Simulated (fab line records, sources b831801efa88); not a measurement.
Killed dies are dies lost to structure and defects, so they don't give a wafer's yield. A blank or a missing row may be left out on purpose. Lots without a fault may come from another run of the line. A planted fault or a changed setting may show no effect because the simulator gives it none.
Which tool did it? | flow gf180mcu | 6 lots, 17 wafers sampled, at 3 steps of a route of 602

WHAT THE GAUGES READ, wafer by wafer
GF_PASSIVATION_THK_MEAS_03.
lot  | measured     | on            | PASSIVATION_CVD_02_THK (nm)
L477 | day 28 16:23 | film_metro-04 | 691 713 714
L480 | day 29 14:23 | film_metro-02 | 695 700 708
L483 | day 30 11:20 | film_metro-02 | 705 697 713
L487 | day 31 10:46 | film_metro-01 | 998 705 997 705
L495 | day 33 14:37 | film_metro-04 | 685 678 687
L498 | day 34 00:57 | film_metro-01 | 707 711 721

WHICH TOOL RAN EACH LOT (tool, then ch and the chambers of the sampled wafers, then the start)
lot  | GF_TOP_METAL_SPUTTER_00      | GF_PASSIVATION_CVD_02
L477 | pvd_sputter-02, day 27 19:07 | pecvd-03 ch 0,1,2, day 28 16:04
L480 | pvd_sputter-02, day 28 17:28 | pecvd-02 ch 0,1, day 29 14:06
L483 | pvd_sputter-02, day 29 14:45 | pecvd-02 ch 0,1,2, day 30 11:03
L487 | pvd_sputter-03, day 31 05:36 | pecvd-02 ch 0,2, day 31 10:28
L495 | pvd_sputter-04, day 32 21:14 | pecvd-03 ch 0,1, day 33 14:11
L498 | pvd_sputter-03, day 33 08:05 | pecvd-01 ch 1,2, day 34 00:40
- GF_TOP_METAL_SPUTTER_00: material Ti, target thk 37.5 nm, time 150 s.
- GF_PASSIVATION_CVD_02: deposits Si3N4, target thk 700 nm, time 486.18 s.

THE ANSWER, worked out from the rows above alone
Rule: what is usual is taken from the lots themselves. Put in order of their means at a reading, lots are off if they are a third of the lots or fewer, leave a main group of 4 or more, and stand apart from it by a gap of 3 or more times the standard deviation of the main group's means; of several such gaps the widest counts. A main group whose means are all the same, to the digits that the tables above print for the reading, isn't used. A lot without any number at a reading at which 4 lots or more have one is off too. The other lots that the step has rows for count as sound.
Off: L487, at GF_PASSIVATION_THK_MEAS_03 (PASSIVATION_CVD_02_THK). The main group: mean 702 nm, standard deviation 9.9.
A tool fits if, at a process step before that reading, it ran every lot that is off, and no sound lot after the first of them. The gauges at GF_PASSIVATION_THK_MEAS_03 are tried like those tools. One fits: pecvd-02 at GF_PASSIVATION_CVD_02. Its last sound lot is L483 (day 30 11:03), its first lot that is off L487 (day 31 10:28): a fault that began between those two fits.

WHAT THE SIMULATOR HAD PUT IN
Process parameter drift: pecvd-02, from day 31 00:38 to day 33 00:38, at GF_PASSIVATION_CVD_02. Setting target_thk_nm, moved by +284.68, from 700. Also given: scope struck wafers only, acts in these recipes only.
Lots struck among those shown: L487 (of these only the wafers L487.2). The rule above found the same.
